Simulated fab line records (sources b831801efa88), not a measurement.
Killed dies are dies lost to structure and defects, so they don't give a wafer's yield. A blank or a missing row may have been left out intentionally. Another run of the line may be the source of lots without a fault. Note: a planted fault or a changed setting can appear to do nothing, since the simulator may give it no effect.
Struck lot and sound lot, side by side || flow sky130 || 33 out of 708 route steps
Sound: the wafers L523.3, L523.4, L523.5. Wafers L542.2, L542.3, L542.6 were the ones struck. The cause is given at the end.
Each step with rows lists, per side, the tool, then ch with its chambers, then its first start. Under that, the readings that differ: sound wafers || struck wafers || difference of the means || sigmas: that difference in standard deviations of wafers without a fault.
alike: readings with means less than 2 such deviations apart, plus words and numbers identical on both sides. not compared: withheld readings, readings lacking a value on some wafer, bounds such as >300 that could conceal the same value, and numbers that have no deviation in the record and whose values overlap.
The two part at a step that has a row with sigmas, a row that says differs or no value, or rows on one side only. Non-overlapping numbers with no deviation appear without sigmas and do not part them. A reading missing from all wafers of one side parts the sides only when that side holds two or more wafers.

first, 4 steps without rows for these wafers: SKY_LOCAL_INTERCONNECT_SOFTBAKE_07 (time 90 s); SKY_LOCAL_INTERCONNECT_EXPOSE_08 (exposes mask LI1M, target cd 170 nm); SKY_LOCAL_INTERCONNECT_PEB_09; SKY_LOCAL_INTERCONNECT_DEVELOP_10 (develop time 60 s).
SKY_LOCAL_INTERCONNECT_CD_MEAS_11 targets a cd of 170 nm.
  sound on cd sem-01 at day 31 17:04; struck on cd sem-02 at day 37 16:14
  alike: cd nm
SKY_LOCAL_INTERCONNECT_OVL_MEAS_12:
  sound on overlay-02 at day 31 17:09; struck on overlay-01 at day 37 16:21
  alike: LOCAL_INTERCONNECT_OVL
SKY_LOCAL_INTERCONNECT_ETCH_13: etches BARC in N2/H2, stops on SiO2, time 45.9 s, target depth 60 nm.
  sound on rie metal-03 ch 0,1, day 31 17:12; struck on rie metal-02 ch 0,1, day 37 16:23
  alike: drypump motor current A, oes product au, throttle valve pct
  not compared: rf hours counter h
then, 1 step without rows for these wafers: SKY_LOCAL_INTERCONNECT_METAL_ETCH_14 (etches TiN in Cl2/BCl3, stops on PSG, target depth 110 nm, time 31.4 s).
SKY_LOCAL_INTERCONNECT_STRIP_15: strips in O2/N2.
  sound on plasma asher-03 ch 0,1, day 31 17:19; struck on plasma asher-03 ch 1, day 37 16:29
  alike: drypump motor current A, oes product au, strip time to endpoint s
  not compared: rf hours counter h
then, 3 steps without rows for these wafers: SKY_LOCAL_INTERCONNECT_STRIP_16 (strips in post etch residue remover, time 1200 s); SKY_LOCAL_INTERCONNECT_CLEAN_17 (cleans in IPA, time 180 s); SKY_LOCAL_INTERCONNECT_CLEAN_18 (cleans in O3/DIW).
SKY_CONTACT_CVD_00: deposits Si3N4, target thk 75 nm.
  sound on pecvd-03 ch 1,2, day 31 17:55; struck on pecvd-04 ch 1,2, day 37 17:05
  no value came back on the struck wafers for heater power outer w (W), heater power w (W); on the sound wafers heater power outer w (W) reads 562 557 391
SKY_CONTACT_THK_MEAS_01:
  sound on film metro-04 at day 31 17:58; struck on film metro-02 at day 37 17:08
{"reading": "CONTACT_CVD_00_THK (nm)", "sound": "74.2 75.3 74.6", "struck": "0.0 0.0 0.0", "difference": -74.7, "sigmas": -91}
then, 1 step without rows for these wafers: SKY_CONTACT_HDPCVD_02 (deposits SiO2, target thk 565 nm, time 94.2 s).
SKY_CONTACT_THK_MEAS_03:
  sound on film metro-02 at day 31 18:08; struck on film metro-02 at day 37 17:16
  alike: CONTACT_HDPCVD_THK
then, 1 step without rows for these wafers: SKY_CONTACT_CMP_04 (polishes SiO2).
SKY_CONTACT_BOW_MEAS_05:
  sound on film metro-02 at day 31 18:31; struck on film metro-04 at day 37 17:44
  alike: CONTACT_BOW
then, 8 steps without rows for these wafers: SKY_CONTACT_DEHYDRATE_06 (time 60 s); SKY_CONTACT_HMDS_07 (prime time 60 s); SKY_CONTACT_COAT_08 (resist thk 60 nm); SKY_CONTACT_COAT_09 (resist thk 450 nm); SKY_CONTACT_SOFTBAKE_10 (time 90 s); SKY_CONTACT_EXPOSE_11 (exposes mask CTM1, target cd 170 nm); SKY_CONTACT_PEB_12; SKY_CONTACT_DEVELOP_13 (develop time 60 s).
SKY_CONTACT_CD_MEAS_14 targets a cd of 170 nm.
  sound on cd sem-02 at day 32 21:43; struck on cd sem-01 at day 38 19:57
  alike: cd nm
SKY_CONTACT_OVL_MEAS_15:
  sound on overlay-01 at day 32 21:48; struck on overlay-02 at day 38 20:03
  alike: CONTACT_OVL
SKY_CONTACT_ETCH_16: etches BARC in N2/H2, stops on SiO2, time 45.9 s, target depth 60 nm.
  sound on rie diel-02 ch 0,2,3, day 32 21:50; struck on rie diel-02 ch 1,2,3, day 38 20:05
  alike: drypump motor current A, oes product au, throttle valve pct
  not compared: rf hours counter h
SKY_CONTACT_ETCH_17: etches SiO2 in C4F8/O2/Ar, stops on Si3N4, target depth 340 nm.
  sound on rie diel-02 ch 0,2,3, day 32 21:52; struck on rie diel-02 ch 1,2,3, day 38 20:08
  alike: oes product au
SKY_CONTACT_ETCH_18: etches Si3N4 in CHF3/O2, stops on TiN, time 39 s, target depth 75 nm.
  sound: rie diel-02 ch 0,2,3; struck: rie diel-02 ch 1,2,3
{"reading": "oes product au (a.u.)", "sound": "0.850 0.855 0.856", "struck": "0.369 0.365 0.373", "difference": -0.485, "sigmas": -70}
{"reading": "throttle valve pct (%)", "sound": "8.785 8.803 8.796", "struck": "8.657 8.683 8.673", "difference": -0.124, "sigmas": -14}
{"reading": "model.etch.depth nm (nm)", "sound": "74.14 75.24 74.72", "struck": "0 0 0", "difference": -75, "sigmas": ""}
  alike: drypump motor current A
  not compared: rf hours counter h
SKY_CONTACT_STRIP_19: strips in O2/N2.
  sound on plasma asher-04 ch 0,1, day 32 21:59; struck on plasma asher-04 ch 0,1, day 38 20:13
  alike: drypump motor current A, oes product au, strip time to endpoint s
  not compared: rf hours counter h
-- the record jumps here: 12 days lie between the struck wafers' starts before and after (it left off in module CONTACT and takes up again in module PAD_OPEN, whose first step shown is number 708 of the route) --
SKY_PAD_OPEN_PROBE_99:
  sound on prober-02 at day 46 23:05; struck on prober-01 at day 51 01:44
{"reading": "model.etest.met1 comb.over limit", "sound": "0 0 0", "struck": "1 1 1", "difference": "+1", "sigmas": ""}
  alike: killed_at_M0_to_M3, killed_at_M4_up, killed at contacts, killed at front end, killed at other, killed dies, killed open, killed short

## WHERE THEY PART
Earliest at SKY_CONTACT_CVD_00; latest, in this record, at SKY_CONTACT_ETCH_18. Later steps at which nothing parts them and some readings are alike: SKY_CONTACT_STRIP_19, SKY_PAD_OPEN_PROBE_99.

WHY: the cause the simulator had injected
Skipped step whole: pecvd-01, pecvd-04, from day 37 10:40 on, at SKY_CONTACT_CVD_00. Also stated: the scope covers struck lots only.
